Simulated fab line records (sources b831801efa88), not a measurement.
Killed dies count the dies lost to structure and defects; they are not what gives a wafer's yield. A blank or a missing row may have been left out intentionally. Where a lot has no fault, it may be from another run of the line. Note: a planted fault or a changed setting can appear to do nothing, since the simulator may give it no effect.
Split-lot study | flow gf180mcu | route with 602 steps; 5 lots, 23 wafers read

## ON THE SPLIT
At GF_V1_SPUTTER_22 (material TiN, target thk 10 nm, time 40 s), the setting chamber pressure pa was moved away from the recipe's 5 Pa on 10 of the 23 wafers read, by -4.9% to +11.5%. All remaining wafers had this setting at the recipe value.

Reading taken at the split's own step.

## THE READING
TiN_of_V1_SPUTTER_22.thk nm (the simulator's own value, which no gauge read), in nm, at GF_V1_SPUTTER_22 (material TiN, target thk 10 nm, time 40 s). The file does not state a usual value for it. Here, 13 wafers ran the recipe; their average is 9.828 nm with a standard deviation of 0.23 nm.

wafer  | tool, chamber at the split | chamber pressure pa as run, Pa | against the recipe | TiN_of_V1_SPUTTER_22.thk nm, nm | against lot-mates on the recipe
L074.1 | pvd sputter-04, -          | 5.574                          | +11.5%             | 8.977                           | no lot-mate on the recipe
L074.2 | pvd sputter-04, -          | 5.574                          | +11.5%             | 8.934                           | no lot-mate on the recipe
L074.3 | pvd sputter-04, -          | 5.574                          | +11.5%             | 8.883                           | no lot-mate on the recipe
L074.4 | pvd sputter-04, -          | 5.574                          | +11.5%             | 8.91                            | no lot-mate on the recipe
L074.5 | pvd sputter-04, -          | 5.574                          | +11.5%             | 9.053                           | no lot-mate on the recipe
L075.2 | pvd sputter-04, -          | 5                              | recipe             | 9.62                            | -
L075.3 | pvd sputter-04, -          | 5                              | recipe             | 9.668                           | -
L075.4 | pvd sputter-04, -          | 5                              | recipe             | 9.722                           | -
L075.5 | pvd sputter-04, -          | 5                              | recipe             | 9.599                           | -
L075.6 | pvd sputter-04, -          | 5                              | recipe             | 9.633                           | -
L082.1 | pvd sputter-04, -          | 5                              | recipe             | 9.786                           | -
L082.2 | pvd sputter-04, -          | 5                              | recipe             | 9.75                            | -
L082.3 | pvd sputter-04, -          | 5                              | recipe             | 9.752                           | -
L082.4 | pvd sputter-04, -          | 5                              | recipe             | 9.818                           | -
L082.5 | pvd sputter-04, -          | 5                              | recipe             | 9.698                           | -
L084.1 | pvd sputter-03, -          | 4.754                          | -4.9%              | 10.47                           | no lot-mate on the recipe
L084.6 | pvd sputter-03, -          | 4.754                          | -4.9%              | 10.47                           | no lot-mate on the recipe
L084.2 | pvd sputter-03, -          | 4.754                          | -4.9%              | 10.49                           | no lot-mate on the recipe
L084.4 | pvd sputter-03, -          | 4.754                          | -4.9%              | 10.49                           | no lot-mate on the recipe
L084.5 | pvd sputter-03, -          | 4.754                          | -4.9%              | 10.54                           | no lot-mate on the recipe
L085.1 | pvd sputter-02, -          | 5                              | recipe             | 10.19                           | -
L085.3 | pvd sputter-02, -          | 5                              | recipe             | 10.25                           | -
L085.5 | pvd sputter-02, -          | 5                              | recipe             | 10.28                           | -

FIT RESULTS
A straight line over all 23 wafers: TiN_of_V1_SPUTTER_22.thk nm changes by -0.0888 nm for each +1% of chamber pressure pa; r = -0.93; the points scatter about the line by 0.21 nm.
Too few moved wafers have a lot-mate on the recipe to fit a line with each lot's own level taken away.

## FILE'S OWN FIT
TiN_of_V1_SPUTTER_22.thk nm changes by -0.0887 nm for each +1% of chamber pressure pa, r = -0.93.
